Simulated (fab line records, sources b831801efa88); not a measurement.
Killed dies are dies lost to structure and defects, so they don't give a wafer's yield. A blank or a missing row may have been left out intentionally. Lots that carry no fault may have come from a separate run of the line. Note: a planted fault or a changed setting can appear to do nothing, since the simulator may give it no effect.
Which of the tools did it?	flow gf180mcu	39 wafers from 13 lots sampled at 4 of the route's 602 steps

## WHAT THE GAUGES READ, wafer by wafer
GF_M1_RS_MEAS_05: measurement is done with a four-point probe.
lot	measured	on	M1_ALCU_RS (ohm/sq)
L389	day 16 02:56	film metro-03	0.0690 0.0689 0.0704
L391	day 16 20:56	film metro-04	0.0683 0.0698 0.0688
L393	day 18 00:13	film metro-03	0.0694 0.0702 0.0694
L394	day 18 02:54	film metro-04	0.0681 0.0679 0.0676
L395	day 18 14:43	film metro-04	0.0693 0.0687 0.0691
L400	day 20 17:46	film metro-03	0.0694 0.0706 0.0689
L401	day 20 19:05	film metro-02	0.0697 0.0701 0.0695
L403	day 21 14:41	film metro-04	0.0697 0.0688 0.0704
L405	day 22 09:55	film metro-04	0.0697 0.0693 0.0695
L406	day 22 14:13	film metro-03	0.0695 0.0685 0.0698
L407	day 22 23:24	film metro-04	0.0692 0.0700 0.0699
L409	day 23 11:15	film metro-03	0.0708 0.0703 0.0702
L411	day 24 04:53	film metro-04	0.0686 0.0689 0.0687

GF_M1_CD_MEAS_14: the cd target is 230 nm.
lot	measured	on	cd nm (nm)
L389	day 17 01:16	cd sem-02	230.8 228.6 230.2
L391	day 17 19:29	cd sem-02	228.8 229.1 227.9
L393	day 19 00:48	cd sem-01	229.6 230.1 229.7
L394	day 19 03:02	cd sem-01	230.6 230.0 229.9
L395	day 19 15:37	cd sem-01	229.4 229.6 228.8
L400	day 21 18:03	cd sem-01	243.1 243.2 244.2
L401	day 21 19:47	cd sem-01	243.3 242.1 242.5
L403	day 22 14:37	cd sem-01	228.1 228.7 228.3
L405	day 23 08:47	cd sem-01	230.5 229.7 230.1
L406	day 23 13:30	cd sem-01	230.4 231.0 231.3
L407	day 23 21:28	cd sem-01	230.4 230.7 231.1
L409	day 24 10:01	cd sem-02	229.7 230.1 229.4
L411	day 25 02:32	cd sem-01	232.1 231.2 230.6

## WHAT TOOL EACH LOT RAN ON (gives the tool, then ch and the chambers of the sampled wafers, and finally the start)
lot	GF_CONTACT_SPUTTER_23	GF_M1_SOFTBAKE_10
L389	pvd sputter-04, day 16 02:03	litho track-02 ch 0, day 16 13:29
L391	pvd sputter-02, day 16 19:59	litho track-02 ch 0, day 17 08:07
L393	pvd sputter-02, day 17 23:17	litho track-02 ch 0, day 18 12:10
L394	pvd sputter-02, day 18 02:04	litho track-01 ch 0, day 18 14:16
L395	pvd sputter-02, day 18 13:53	litho track-01 ch 0, day 19 03:19
L400	pvd sputter-04, day 20 16:56	litho track-02 ch 0, day 21 06:11
L401	pvd sputter-04, day 20 18:12	litho track-02 ch 0, day 21 07:29
L403	pvd sputter-02, day 21 13:49	litho track-01 ch 0, day 22 03:05
L405	pvd sputter-02, day 22 08:56	litho track-01 ch 0, day 22 21:19
L406	pvd sputter-04, day 22 13:23	litho track-03 ch 0, day 23 02:03
L407	pvd sputter-01, day 22 22:31	litho track-03 ch 0, day 23 10:12
L409	pvd sputter-02, day 23 10:23	litho track-01 ch 0, day 23 22:38
L411	pvd sputter-04, day 24 04:03	litho track-03 ch 0, day 24 16:00
- GF_CONTACT_SPUTTER_23: material TiN, target thk 10 nm, time 40 s.
- GF_M1_SOFTBAKE_10: time 60 s.

## WHAT THE TOOLS THEMSELVES READ (means of the sampled wafers that have a number; where no wafer has one, the mark that the record gives instead)
GF_CONTACT_SPUTTER_23.
lot	tool	throttle valve pct (%)
L389	pvd sputter-04	30.3
L391	pvd sputter-02	30.1
L393	pvd sputter-02	30.4
L394	pvd sputter-02	30.2
L395	pvd sputter-02	30.4
L400	pvd sputter-04	30.3
L401	pvd sputter-04	30.2
L403	pvd sputter-02	30.4
L405	pvd sputter-02	30.0
L406	pvd sputter-04	30.1
L407	pvd sputter-01	29.8
L409	pvd sputter-02	30.1
L411	pvd sputter-04	29.8

GF_M1_SOFTBAKE_10.
lot	tool	heater power total W (W)	plate temp C (C)
L389	litho track-02	93.03	129.97
L391	litho track-02	93.13	129.91
L393	litho track-02	93.07	130.04
L394	litho track-01	93.05	130.08
L395	litho track-01	93.01	130.06
L400	litho track-02	88.30	124.87
L401	litho track-02	88.23	125.00
L403	litho track-01	93.04	130.01
L405	litho track-01	93.12	129.95
L406	litho track-03	93.10	129.75
L407	litho track-03	93.05	129.87
L409	litho track-01	93.06	129.97
L411	litho track-03	93.04	130.09

## THE ANSWER, worked out from the rows above alone
Rule: the usual values come from the lots themselves. The widest of any qualifying gaps counts: lots, ordered by their means at a reading, are off when they make up no more than a third of the lots, leave a main group of 4 or more, and stand apart from it by 3 or more times the standard deviation of that group's means. If all means in a main group match to the digits the tables above print for the reading, that group is not used. Also off: a lot with no number at a reading for which 4 or more lots have one. All remaining lots with rows at the step are treated as sound. The gauges are gone through in route order, then the tools' own readings, and for those a lot's mean is taken as printed above. The first step at which some lot is off is used, and at that step the reading that is off furthest; a lot without a number counts as furthest.
Off at GF_M1_CD_MEAS_14 (cd nm): L400, L401. The main group: mean 229.9 nm, standard deviation 0.87.
If a tool, at a process step before that reading, ran all the lots that are off and no sound lot after the first of them, it fits. Not tried: the gauges at GF_M1_CD_MEAS_14; whatever is off there is also off at GF_M1_SOFTBAKE_10, on other tools, and gauge error can't account for it. One candidate fits, namely litho track-02 at GF_M1_SOFTBAKE_10. A fault onset in the window from L393 (day 18 12:10, its last sound lot) to L400 (day 21 06:11, its first lot off) fits.
The tool's own readings at GF_M1_SOFTBAKE_10 bear it out: on the lots that are off they differ by more than 5 times the standard deviation of the sound lots' means. heater power total W reads 88.27 W there against 93.06 W on the sound lots; plate temp C reads 124.94 C there against 129.97 C on the sound lots.

## WHAT WAS PUT IN BY THE SIMULATOR
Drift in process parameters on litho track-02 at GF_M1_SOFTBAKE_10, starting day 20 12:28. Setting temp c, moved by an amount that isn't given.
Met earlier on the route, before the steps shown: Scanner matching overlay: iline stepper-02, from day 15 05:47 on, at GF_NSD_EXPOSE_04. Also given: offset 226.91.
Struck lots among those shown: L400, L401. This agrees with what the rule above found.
